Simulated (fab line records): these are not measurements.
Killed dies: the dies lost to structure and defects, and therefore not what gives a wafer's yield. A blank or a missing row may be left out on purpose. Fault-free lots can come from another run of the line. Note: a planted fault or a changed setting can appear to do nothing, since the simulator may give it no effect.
Struck lot and sound lot, side by side + flow gf180mcu + 15 steps out of a route of 602
Sound: these wafers, L124.1, L124.2, L124.6. Wafers L131.1, L131.2, L131.6 were the ones struck. The cause comes at the end.
Each step with rows lists, per side, the tool, then ch with its chambers, then its first start. Under that, the readings that differ: sound wafers + struck wafers + difference of the means + sigmas: that difference in standard deviations of wafers without a fault.
alike: readings with means less than 2 such deviations apart, plus words and numbers identical on both sides. not compared: withheld readings, readings lacking a value on some wafer, bounds such as >300 that could conceal the same value, and numbers that have no deviation in the record and whose values overlap.
Wherever a step has rows on one side only, a row that says differs or no value, or a row with sigmas, the two part there. Numbers that have no deviation but don't overlap get no sigmas and don't part them. Lack of a reading on every wafer of one side parts them only where that side has two or more wafers.

GF_STI_CMP_25: polishes, stops on Si3N4, t overpolish 33 s, target thk 524.6 nm.
  sound on cmp-01 ch 0,3, day 3 14:56; struck on cmp-01 ch 1,2, day 5 02:40
  alike: motor-current-A, overpolish-run-s, time-to-endpoint-s
then, 4 steps without rows for these wafers: GF_STI_WET_ETCH_26 (etches SiO2 in dHF, target depth 94 nm, time 188 s); GF_STI_WET_ETCH_27 (etches Si3N4 in H3PO4, target depth 160 nm, time 1825 s); GF_STI_WET_ETCH_28 (etches SiO2 in dHF, target depth 20 nm, time 40 s); GF_STI_OXIDATION_29 (stabilise 600 s, purge 300 s, target thk 10 nm).
GF_STI_THK_MEAS_30:
  sound: film-metro-01 at day 3 17:14; struck: film-metro-02 at day 5 04:58
  alike: STI_OXIDATION_02_THK
then, 6 steps without rows for these wafers: GF_DNWELL_DEHYDRATE_00 (time 60 s); GF_DNWELL_HMDS_01 (prime time 60 s); GF_DNWELL_COAT_02 (resist thk 3000 nm); GF_DNWELL_SOFTBAKE_03; GF_DNWELL_EXPOSE_04 (exposes mask DNWELL, target cd 1700 nm); GF_DNWELL_PEB_05.
GF_DNWELL_DEVELOP_06: develop time 60 s.
  sound on litho-track-03 ch 0, day 4 06:00; struck on litho-track-03 ch 0, day 5 18:00
| reading              | sound             | struck            | difference | sigmas |
|----------------------|-------------------|-------------------|------------|--------|
| developer-temp-C (C) | 23.03 23.03 23.10 | 22.21 22.26 22.27 | -0.81      | -8     |
next, for these wafers, 1 step has no rows: GF_DNWELL_IMPLANT_07.
GF_PASSIVATION_PROBE_99:
  rows exist in the record for the sound wafers here (prober-02, day 31 01:38), none for the struck ones

## WHERE THEY PART
Earliest at GF_DNWELL_DEVELOP_06; latest, in this record, at GF_PASSIVATION_PROBE_99.

WHY: what had been put in by the simulator
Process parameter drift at GF_DNWELL_DEVELOP_06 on litho-track-03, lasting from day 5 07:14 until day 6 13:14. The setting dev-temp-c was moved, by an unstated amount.
